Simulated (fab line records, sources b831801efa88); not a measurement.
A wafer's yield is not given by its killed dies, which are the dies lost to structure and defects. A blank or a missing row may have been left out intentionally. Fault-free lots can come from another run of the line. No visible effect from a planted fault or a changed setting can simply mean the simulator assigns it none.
One fault seen from 2 desks -- flow gf180mcu -- each desk holds nothing but its own numbers, with what lay behind them at the end

METROLOGY DESK
What the gauges read for every lot (on any tool): the sampled wafers with a number, averaged. The brackets show how far a lot's mean lies from the usual mean; more than 4 standard deviations puts the lot out of limits, marked OUT.
Columns: A = STI_CVD_03_THK at GF_STI_THK_MEAS_04, usual 206.8 nm; B = MVSD_OVL at GF_MVSD_OVL_MEAS_07, usual 0.5 nm; C = VT_IMPLANT_01_OVL at GF_VT_IMPLANT_OVL_MEAS_18, usual 0.8 nm
lot,first seen here,A,B,C
L696,day 1 13:57,205.5,1.0,2.1
L697,day 1 19:57,205.2,0.9,-1.5
L699,day 2 04:46,201.8,0.6,2.8
L700,day 2 09:34,209.0,1.2,1.1
L701,day 2 14:52,206.1,0.6,1.6
L702,day 2 19:35,208.9,1.1,-0.0
L703,day 3 01:08,207.2,-1.2,0.9
L707,day 3 20:34,206.3,2.3,3.7
L710,day 4 11:34,205.1,1.1,1.1
L712,day 4 22:16,205.1,2.5,-1.0
L715,day 5 15:08,207.6,0.6,1.1
L718,day 6 03:35,208.4,-0.8,-1.1
L719,day 6 08:58,206.8,1.6,0.6
This desk's finding: nothing out of limits on any of the 13 lots.

AT THE TOOL OWNER'S DESK: lithoTrack-01
The tool's own readings at GF_NWELL_COAT_02 (resist thk 3000 nm): means of the sampled wafers that have a number, for each lot that ran on this tool. The brackets show how far a lot's mean lies from the usual mean; more than 4 standard deviations puts the lot out of limits, marked OUT.
Columns: A = dispensePressureKPa at GF_NWELL_COAT_02, usual 50 kPa
lot,first seen here,A
L700,day 3 22:25,56
L701,day 4 04:43,56
L702,day 4 08:34,56
L707,day 5 11:05,55
L712,day 6 15:22,55
This desk's finding: nothing out of limits on any of the 5 lots.

BROUGHT TOGETHER
The metrology desk saw nothing out of limits.
The tool owner's desk saw nothing out of limits.

WHAT WAS PUT IN BY THE SIMULATOR
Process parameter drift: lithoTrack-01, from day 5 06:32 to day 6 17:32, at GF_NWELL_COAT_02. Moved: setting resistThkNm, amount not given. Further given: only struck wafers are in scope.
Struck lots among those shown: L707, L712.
